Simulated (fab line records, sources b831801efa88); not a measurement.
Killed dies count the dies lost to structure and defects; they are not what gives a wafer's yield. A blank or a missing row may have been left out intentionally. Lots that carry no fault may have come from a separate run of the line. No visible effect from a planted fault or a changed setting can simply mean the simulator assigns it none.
fab line records	flow sky130	part 2 of 2: steps 27 to 35 of 35
record: lots: 5	wafers: 15	last_day: 50
route steps=708 shown POLY_GATE@236 LDD_N@237 LDD_P@255 LDD_HVN@267
lots that met no fault: taken from a fault-free run of the same line
start_h: hours from the record's opening day to when the first of the lot's shown wafers began	wait_h: hours from the lot's prior step to this one	" repeats the value in the row above	L1.1+2: several wafers, shown together as one row	- no value present, or no start provided	* or withheld: withheld	< > ~ a bound
route shown NAME@n: NAME is a module with steps in the file, n the number in the route of the first one	usual: average and standard deviation across the fault-free wafers	same: alike in all rows	chamber/n: place in a boat	sites: the reading at each site	_std_site: their standard deviation	_edge_site: mean of outer sites minus mean of inner sites	radius_mm: how far each site lies from the wafer's centre	mask NAME#n: copy n	behind: the last tool/chamber to shape the wafer	hold: reason for holding the lot/hours on hold/outcome of the hold	device: which transistor (n, p or np) failed to switch	end of line: the route-end tests of the same wafers	where a step has no rows: the recipe by itself	killed: count of dies lost to structure and defects at first sort (not the wafer's yield)	map: dies across one wafer; x = killed, . = not, _ = none there
set.NAME: setting as actually run; set.NAME@STEP: the setting as run at that earlier step	model.NAME: the simulator's own value behind a step, which no gauge read
lots seen at some steps along the route; tables by step, rows by wafer
services: when a tool's chamber went out of use (start_h, in hours from the record's first day, below 0 if earlier), for how many hours, and the reason
== steps ==
step: SKY_LDD_P_CD_MEAS_07
recipe: target_cd_nm: 380
usual: cd_nm: 380.4/2.3
lot.wafer	tool	chamber	start_h	wait_h	cd_nm
L079.1	cd_sem-02	-	489.80	0.1	379.8
L079.2	"	-	"	"	380.8
L079.3	"	-	"	"	382.8
L086.1	cd_sem-02	-	549.20	0.1	377.3
L086.3	"	-	"	"	379.6
L086.5	"	-	"	"	379.3
L089.1	cd_sem-01	-	579.30	0.1	382.2
L089.4	"	-	"	"	379.8
L089.5	"	-	"	"	381.7
L090.1	cd_sem-01	-	594.05	0.1	377.9
L090.3	"	-	"	"	378.0
L090.6	"	-	"	"	378.7
L092.1	cd_sem-01	-	600.35	0.1	379.9
L092.2	"	-	"	"	381.3
L092.6	"	-	"	"	381.6
step: SKY_LDD_P_OVL_MEAS_08
usual: LDD_P_OVL: 1.5/1.4
lot.wafer	tool	chamber	start_h	wait_h	LDD_P_OVL[nm]
L079.1	overlay-01	-	489.92	0.1	2.8
L079.2	"	-	"	"	1.0
L079.3	"	-	"	"	0.1
L086.1	overlay-02	-	549.32	0.1	1.7
L086.3	"	-	"	"	1.0
L086.5	"	-	"	"	1.4
L089.1	overlay-02	-	579.42	0.1	2.7
L089.4	"	-	"	"	3.5
L089.5	"	-	"	"	1.3
L090.1	overlay-02	-	594.17	0.1	0.8
L090.3	"	-	"	"	-0.5
L090.6	"	-	"	"	-0.7
L092.1	overlay-01	-	600.47	0.1	3.0
L092.2	"	-	"	"	0.6
L092.6	"	-	"	"	1.1
step: SKY_LDD_P_IMPLANT_09
recipe: species: BF2	energy_kev: 25	dose_cm2: 1.017e+13	tilt_deg: withheld
usual: end_station_pressure_torr: 5.08e-06/2.7e-07
lot.wafer	tool	chamber	start_h	wait_h	end_station_pressure_torr
L079.1	implanter-04	0	489.95	0.0	4.87e-06
L079.2	"	0	"	"	4.83e-06
L079.3	"	0	"	"	4.88e-06
L086.1	implanter-04	0	549.35	0.0	5.05e-06
L086.3	"	0	"	"	4.82e-06
L086.5	"	0	"	"	4.6e-06
L089.1	implanter-02	0	579.46	0.0	4.89e-06
L089.4	"	0	"	"	4.53e-06
L089.5	"	0	"	"	4.85e-06
L090.1	implanter-01	0	594.21	0.0	4.82e-06
L090.3	"	0	"	"	5.54e-06
L090.6	"	0	"	"	4.97e-06
L092.1	implanter-04	0	600.51	0.0	5.01e-06
L092.2	"	0	"	"	5.21e-06
L092.6	"	0	"	"	4.99e-06
step: SKY_LDD_P_STRIP_10
recipe: chemistry: O2/N2	power_w: 1400	pressure_mtorr: 1500	platen_temp_c: withheld	o2_flow_sccm: 3000	n2_flow_sccm: 300	overash_fraction: 0.5
usual: drypump_motor_current_A: 5.6/0.37	o2_flow_sccm: 3000/8.1	oes_product_au: 0.716/0.0043	strip_time_to_endpoint_s: 14.18/0.04
lot.wafer	tool	chamber	start_h	wait_h	drypump_motor_current_A	o2_flow_sccm	oes_product_au	rf_hours_counter_h	strip_time_to_endpoint_s
L079.1	plasma_asher-01	0	490.10	0.1	5.2	2983	0.709	6	14.22
L079.2	"	1	"	"	5.7	3003	0.711	6	14.16
L079.3	"	1	"	"	5.8	2996	0.719	-	14.21
L086.1	plasma_asher-01	1	549.50	0.1	5.7	3007	0.713	12	14.16
L086.3	"	0	"	"	5.2	2999	0.714	-	14.16
L086.5	"	1	"	"	5.8	3009	0.720	-	14.10
L089.1	plasma_asher-01	0	579.61	0.1	5.1	2999	0.720	15	14.22
L089.4	"	1	"	"	5.8	3003	0.711	-	14.26
L089.5	"	1	"	"	5.8	3008	0.713	-	14.24
L090.1	plasma_asher-03	1	594.36	0.1	5.2	2999	0.721	45	14.21
L090.3	"	1	"	"	5.2	3006	0.720	-	14.23
L090.6	"	1	"	"	5.2	3002	0.721	-	14.23
L092.1	plasma_asher-01	0	600.66	0.1	5.2	3000	0.717	17	14.28
L092.2	"	1	"	"	5.7	2999	0.709	17	14.30
L092.6	"	0	"	"	5.1	3010	0.721	-	14.27
step: SKY_LDD_P_TW_MEAS_11
usual: LDD_P_TW: 640/7.5
lot.wafer	tool	chamber	start_h	wait_h	LDD_P_TW
L079.1	film_metro-01	-	490.20	0.1	637
L079.2	"	-	"	"	632
L079.3	"	-	"	"	635
L086.1	film_metro-03	-	549.60	0.1	636
L086.3	"	-	"	"	635
L086.5	"	-	"	"	639
L089.1	film_metro-02	-	579.71	0.1	645
L089.4	"	-	"	"	650
L089.5	"	-	"	"	648
L090.1	film_metro-02	-	594.46	0.1	644
L090.3	"	-	"	"	643
L090.6	"	-	"	"	648
L092.1	film_metro-03	-	600.76	0.1	635
L092.2	"	-	"	"	638
L092.6	"	-	"	"	639
step: SKY_LDD_HVN_DEHYDRATE_00
recipe: temp_c: 200	time_s: 60
usual: plate_temp_C: 200.02/0.14
lot.wafer	tool	chamber	start_h	wait_h	plate_temp_C
L079.1	litho_track-03	0	504.87	14.7	199.90
L079.2	"	0	"	"	200.22
L079.3	"	0	"	"	199.86
L086.1	litho_track-04	0	564.05	14.4	200.09
L086.3	"	0	"	"	199.86
L086.5	"	0	"	"	200.00
L089.1	litho_track-02	0	594.12	14.4	199.94
L089.4	"	0	"	"	200.28
L089.5	"	0	"	"	200.16
L090.1	litho_track-04	0	608.35	13.9	199.96
L090.3	"	0	"	"	199.98
L090.6	"	0	"	"	199.85
L092.1	litho_track-04	0	615.85	15.1	200.07
L092.2	"	0	"	"	199.90
L092.6	"	0	"	"	200.22
step: SKY_LDD_HVN_HMDS_01
recipe: prime_time_s: 60	prime_temp_c: 120
usual: prime_temp_c: 119.98/0.14
lot.wafer	tool	chamber	start_h	wait_h	prime_temp_c
L079.1	litho_track-03	0	505.02	0.1	120.25
L079.2	"	0	"	"	120.12
L079.3	"	0	"	"	120.12
L086.1	litho_track-04	0	564.20	0.1	120.01
L086.3	"	0	"	"	120.00
L086.5	"	0	"	"	119.97
L089.1	litho_track-02	0	594.27	0.1	120.04
L089.4	"	0	"	"	120.24
L089.5	"	0	"	"	119.93
L090.1	litho_track-04	0	608.50	0.1	120.04
L090.3	"	0	"	"	119.99
L090.6	"	0	"	"	119.98
L092.1	litho_track-04	0	616.00	0.1	119.88
L092.2	"	0	"	"	120.13
L092.6	"	0	"	"	120.00
step: SKY_LDD_HVN_COAT_02
recipe: resist: NOVOLAK	spin_rpm: 3000	resist_thk_nm: 300
usual: dispense_pressure_kPa: 45.3/2.6
lot.wafer	tool	chamber	start_h	wait_h	dispense_pressure_kPa
L079.1	litho_track-03	0	505.17	0.1	43.4
L079.2	"	0	"	"	43.4
L079.3	"	0	"	"	43.4
L086.1	litho_track-04	0	564.35	0.1	49.2
L086.3	"	0	"	"	49.2
L086.5	"	0	"	"	49.2
L089.1	litho_track-02	0	594.42	0.1	43.9
L089.4	"	0	"	"	44.0
L089.5	"	0	"	"	44.0
L090.1	litho_track-04	0	608.65	0.1	49.2
L090.3	"	0	"	"	49.2
L090.6	"	0	"	"	49.2
L092.1	litho_track-04	0	616.15	0.1	49.2
L092.2	"	0	"	"	49.2
L092.6	"	0	"	"	49.2
step: SKY_LDD_HVN_SOFTBAKE_03
recipe: temp_c: 90	time_s: 60	resist: NOVOLAK
usual: plate_temp_C: 89.99/0.12
lot.wafer	tool	chamber	start_h	wait_h	plate_temp_C
L079.1	litho_track-03	0	505.32	0.1	89.88
L079.2	"	0	"	"	89.98
L079.3	"	0	"	"	89.82
L086.1	litho_track-04	0	564.50	0.1	89.98
L086.3	"	0	"	"	89.90
L086.5	"	0	"	"	89.92
L089.1	litho_track-02	0	594.57	0.1	90.08
L089.4	"	0	"	"	89.92
L089.5	"	0	"	"	89.96
L090.1	litho_track-04	0	608.80	0.1	90.05
L090.3	"	0	"	"	90.18
L090.6	"	0	"	"	90.30
L092.1	litho_track-04	0	616.30	0.1	90.18
L092.2	"	0	"	"	90.28
L092.6	"	0	"	"	90.00
== services ==
tool	chamber	start_h	hours	kind
plasma_asher-01	-	421.25	9.0	pm
plasma_asher-01	0	421.25	9.0	vent_cycle
plasma_asher-01	1	421.25	9.0	vent_cycle
implanter-01	-	421.96	3.9	pm
plasma_asher-01	0	430.25	-	clean
plasma_asher-01	1	430.25	-	clean
iline_stepper-02	-	440.76	2.1	repair
iline_stepper-02	0	449.63	-	calibration
implanter-04	-	457.26	1.4	repair
plasma_asher-01	-	460.18	0.7	repair
implanter-03	-	461.51	1.9	repair
iline_stepper-02	-	469.70	1.7	pm
implanter-02	-	485.69	4.8	pm
implanter-01	-	494.15	5.1	repair
iline_stepper-02	-	515.09	1.8	repair
iline_stepper-01	-	531.40	5.8	repair
implanter-02	-	539.57	1.3	repair
implanter-02	-	543.15	2.1	repair
iline_stepper-01	-	558.27	6.7	repair
implanter-03	-	567.07	2.5	repair
plasma_asher-03	-	568.59	2.1	repair
implanter-02	-	576.05	3.3	repair
plasma_asher-03	-	577.21	2.8	pm
plasma_asher-03	-	597.64	15.6	pm
